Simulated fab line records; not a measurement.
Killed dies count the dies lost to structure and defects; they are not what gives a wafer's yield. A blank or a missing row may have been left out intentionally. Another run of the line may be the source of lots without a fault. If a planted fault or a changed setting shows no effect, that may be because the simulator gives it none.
Which of the tools did it? | flow sky130 | Sampling: 6 lots, 18 wafers, 2 of 708 route steps

## WHAT EACH GAUGE READ, for each wafer
SKY_VIA3_THK_MEAS_23: measures by xrf.
lot  | measured     | on            | VIA3_W_THK (nm)
L571 | day 39 20:37 | film_metro-02 | 387 385 385
L576 | day 41 01:59 | film_metro-03 | 388 386 387
L583 | day 43 06:22 | film_metro-03 | 375 380 380
L586 | day 44 14:31 | film_metro-01 | 387 393 386
L590 | day 44 23:28 | film_metro-02 | 380 379 383
L592 | day 45 15:41 | film_metro-03 | 383 383 383

## EACH LOT AND THE TOOL THAT RAN IT (in order: tool; ch and the chambers of the sampled wafers; start)
lot  | SKY_GATE_OXIDE_OXIDATION_16
L571 | furnace-02 ch 0, day 14 06:58
L576 | furnace-01 ch 0, day 15 13:32
L583 | furnace-02 ch 0, day 18 00:42
L586 | furnace-01 ch 0, day 19 10:04
L590 | furnace-01 ch 0, day 20 12:44
L592 | furnace-01 ch 0, day 21 13:20
- SKY_GATE_OXIDE_OXIDATION_16: stabilise 600 s, purge 300 s, target thk 3.57 nm.

## THE ANSWER, worked out from the rows above alone
Rule: what is usual is taken from the lots themselves. Put in order of their means at a reading, lots are off if they are a third of the lots or fewer, leave a main group of 4 or more, and stand apart from it by a gap of 3 or more times the standard deviation of the main group's means; of several such gaps the widest counts. A main group whose means are all the same, to the digits that the tables above print for the reading, isn't used. Also off: a lot with no number at a reading for which 4 or more lots have one. Any other lot the step has rows for is counted as sound.
Nothing can be told from this: no lot is off at any reading shown.

## WHAT WAS PUT IN BY THE SIMULATOR
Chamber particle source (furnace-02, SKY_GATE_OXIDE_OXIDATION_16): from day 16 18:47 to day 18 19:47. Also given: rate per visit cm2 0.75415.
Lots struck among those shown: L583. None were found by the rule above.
